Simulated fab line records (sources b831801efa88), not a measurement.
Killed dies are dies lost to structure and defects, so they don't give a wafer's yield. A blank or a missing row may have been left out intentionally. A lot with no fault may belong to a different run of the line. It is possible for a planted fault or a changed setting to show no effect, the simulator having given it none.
Problem report in the 8D (eight disciplines) form, filled by code | flow sky130 | the parts of the form that need people (team, actions taken, sign-off) are left out

== 1. PROBLEM STATEMENT ==
bias w at SKY_CONTACT_ETCH_17 reads a mean of 1264 W on 2 wafers of 2 lots; wafers without a fault read 1200 W with a standard deviation of 3.4. Relative to the usual mean, that is a shift of +19 standard deviations.
The step: etches SiO2 in C4F8/O2/Ar, stops on Si3N4, target depth 340 nm.
Earliest sighting: wafer L528.6 on rie diel-04 at day 34 19:44. At this step, 39 wafers from 13 lots have a number in the record. By rule, "out" or "out of limits" means more than 4 standard deviations away from the usual mean. All remaining wafers that have a number are taken as sound.

== 2. WHAT IT IS, WHAT IT ISN'T ==
question                    | is                | is not
which readings at this step | bias w            | oes product au
which lots                  | L528, L529        | L518, L521, L522, L525, L526, L527, L533, L538, L539, L540, L541
which wafers of those lots  | L528.6, L529.1    | L528.1, L528.5, L529.3, L529.4
read on which tools         | rie diel-04       | rie diel-02, rie diel-03
when                        | from day 34 19:44 | up to then (20 sound wafers); but 17 sound wafers of L529, L533, L538, L539, L540, L541 came after

== 3. WHAT RULES OUT EACH SUSPECT ==
Counting: if a tool at a process step up to the reading ran every lot that is out, it stays a suspect. Sound lots after the first of them don't rule it out here, since some wafers of a struck lot are sound.
- rie diel-04 at SKY_CONTACT_ETCH_16 (etches BARC in N2/H2, stops on SiO2, time 45.9 s, target depth 60 nm): kept. It processed each lot that is out (first: L528, day 34 19:42); up to then, its last sound lot is L527 (day 34 15:20).
- rie diel-04 at SKY_CONTACT_ETCH_17 (etches SiO2 in C4F8/O2/Ar, stops on Si3N4, target depth 340 nm): kept. It processed each lot that is out (first: L528, day 34 19:44); up to then, its last sound lot is L527 (day 34 15:23). On those wafers its own readings are out: bias w.
- rie diel-04, SKY_CONTACT_ETCH_16: wafers that are out in chamber 0, sound lot-mates in chambers 1, 3.
- rie diel-04, SKY_CONTACT_ETCH_17: wafers that are out in chamber 0, sound lot-mates in chambers 1, 3.
Remaining after the count are rie diel-04 at SKY_CONTACT_ETCH_16 and rie diel-04 at SKY_CONTACT_ETCH_17.

== 4. THE CAUSE (what the simulator had put in) ==
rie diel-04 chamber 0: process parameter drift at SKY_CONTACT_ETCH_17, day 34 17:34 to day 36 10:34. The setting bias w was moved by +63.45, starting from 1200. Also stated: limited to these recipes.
This tool is one of the 2 suspects left after counting.

== 5. THE EFFECT CHAIN, in route order ==
Each row: a reading whose mean over the struck wafers that have a number lies more than 3 standard deviations from the usual. Scope: only readings with a usual standard deviation given in the record; hours: median across lots of the time from each lot's start at the first step in this table that gives one to its start at this step; sigmas: change in usual standard deviations.
hours | step                | reading | usual  | on struck wafers | change | sigmas
0     | SKY_CONTACT_ETCH_17 | bias w  | 1200 W | 1264             | +64    | +19
It contains these process steps:
- SKY_CONTACT_ETCH_17: etches SiO2 in C4F8/O2/Ar, stops on Si3N4, target depth 340 nm.

== 6. HOW IT WOULD HAVE BEEN CAUGHT EARLIER ==
2 hours passed between the start of the fault at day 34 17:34 and the first reading out of limits in this record, taken at day 34 19:44.
